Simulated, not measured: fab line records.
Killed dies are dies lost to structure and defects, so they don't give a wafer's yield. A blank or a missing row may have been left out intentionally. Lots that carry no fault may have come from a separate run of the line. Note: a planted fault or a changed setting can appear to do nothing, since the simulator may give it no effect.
Lot-split experiment + flow sky130 + 27 wafers read from 5 lots, route of 708 steps

## ABOUT THE SPLIT
At SKY_METAL3_SPUTTER_04 (material TiN, target thk 70 nm, time 58.3 s), the setting timeS was moved away from the recipe's 58.3 s on 9 of the 27 wafers read, by -26.9% to +27.8%. The other wafers ran this setting at the recipe's value.

The reading is taken at the split's own step.

## THE READING
TiN_of_METAL3_SPUTTER_04.thkNm (the simulator's own value, which no gauge read), in nm, at SKY_METAL3_SPUTTER_04 (material TiN, target thk 70 nm, time 58.3 s). The file gives no usual value for it. Average 69.80 nm, standard deviation 0.82 nm, over the 18 wafers here run with the recipe.

| wafer  | tool, chamber at the split | timeS as run, s | against the recipe | TiN_of_METAL3_SPUTTER_04.thkNm, nm | against lot-mates on the recipe |
|--------|----------------------------|-----------------|--------------------|------------------------------------|---------------------------------|
| L077.1 | pvdSputter-02, -           | 74.51           | +27.8%             | 89.95                              | +19.96                          |
| L077.2 | pvdSputter-02, -           | 74.51           | +27.8%             | 89.17                              | +19.18                          |
| L077.3 | pvdSputter-02, -           | 58.3            | recipe             | 69.26                              | -                               |
| L077.4 | pvdSputter-02, -           | 58.3            | recipe             | 70.28                              | -                               |
| L077.5 | pvdSputter-02, -           | 58.3            | recipe             | 70.43                              | -                               |
| L077.6 | pvdSputter-02, -           | 74.51           | +27.8%             | 88.98                              | +18.99                          |
| L078.1 | pvdSputter-01, -           | 58.3            | recipe             | 70.6                               | -                               |
| L078.2 | pvdSputter-01, -           | 58.3            | recipe             | 70.15                              | -                               |
| L078.3 | pvdSputter-01, -           | 42.62           | -26.9%             | 51.74                              | -18.40                          |
| L078.4 | pvdSputter-01, -           | 42.62           | -26.9%             | 50.87                              | -19.27                          |
| L078.5 | pvdSputter-01, -           | 42.62           | -26.9%             | 52.26                              | -17.88                          |
| L078.6 | pvdSputter-01, -           | 58.3            | recipe             | 69.67                              | -                               |
| L079.1 | pvdSputter-01, -           | 58.3            | recipe             | 68.93                              | -                               |
| L079.2 | pvdSputter-01, -           | 58.3            | recipe             | 69.47                              | -                               |
| L079.3 | pvdSputter-01, -           | 58.3            | recipe             | 69                                 | -                               |
| L079.4 | pvdSputter-01, -           | 58.3            | recipe             | 69.38                              | -                               |
| L079.5 | pvdSputter-01, -           | 58.3            | recipe             | 68.51                              | -                               |
| L079.6 | pvdSputter-01, -           | 58.3            | recipe             | 69.09                              | -                               |
| L080.1 | pvdSputter-03, -           | 58.3            | recipe             | 69.96                              | -                               |
| L080.2 | pvdSputter-03, -           | 58.3            | recipe             | 68.53                              | -                               |
| L080.3 | pvdSputter-03, -           | 49.39           | -15.3%             | 59.33                              | -10.14                          |
| L080.4 | pvdSputter-03, -           | 58.3            | recipe             | 69.93                              | -                               |
| L080.5 | pvdSputter-03, -           | 49.39           | -15.3%             | 58.35                              | -11.12                          |
| L080.6 | pvdSputter-03, -           | 49.39           | -15.3%             | 59.67                              | -9.80                           |
| L084.1 | pvdSputter-02, -           | 58.3            | recipe             | 70.83                              | -                               |
| L084.4 | pvdSputter-02, -           | 58.3            | recipe             | 71.52                              | -                               |
| L084.5 | pvdSputter-02, -           | 58.3            | recipe             | 70.81                              | -                               |

FIT RESULTS
A straight line over all 27 wafers: TiN_of_METAL3_SPUTTER_04.thkNm changes by +0.692 nm for each +1% of timeS; r = +1.00; the points scatter about the line by 0.79 nm.
The same after taking each lot's own level away (the mean of its wafers on the recipe; 27 wafers): +0.691 nm for each +1%; r = +1.00; scatter 0.49 nm.
According to that fit, moving timeS by its largest amount changes the reading by 19 nm.
The lots' own levels span 69.063 to 71.053 nm, that is 2.4 times the standard deviation above.
So the lot-to-lot level changes the slope little: the two slopes agree.
Check: for one of the wafers moved furthest among these (+27.8%), held out of the fit, the line's prediction against its lot-mates is +19.1 nm. It came out at +20 nm against them.

## OTHER SPLITS ON THESE WAFERS
Other splits were also applied to these wafers ahead of the reading. Each is held against what the fit with the lots' levels taken away leaves over:
| other split on the same wafers         | wafers away from the commonest value | r with TiN_of_METAL3_SPUTTER_04.thkNm (lot level and that fit taken away) |
|----------------------------------------|--------------------------------------|---------------------------------------------------------------------------|
| SKY_FIELD_ISO_ETCH_17 timeS            | 6                                    | +0.04                                                                     |
| SKY_SONOS_ONO_DEVELOP_12 developTimeS  | 9                                    | +0.20                                                                     |
| SKY_LI_CONTACT_DEVELOP_11 developTimeS | 12                                   | +0.10                                                                     |
| SKY_LOCAL_INTERCONNECT_ETCH_13 timeS   | 9                                    | -0.01                                                                     |
| SKY_METAL1_DEVELOP_14 developTimeS     | 9                                    | -0.20                                                                     |
| SKY_VIA2_HDPCVD_00 timeS               | 6                                    | +0.03                                                                     |

## THE FILE'S OWN FIT
TiN_of_METAL3_SPUTTER_04.thkNm changes by +0.691 nm for each +1% of timeS, r = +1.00.
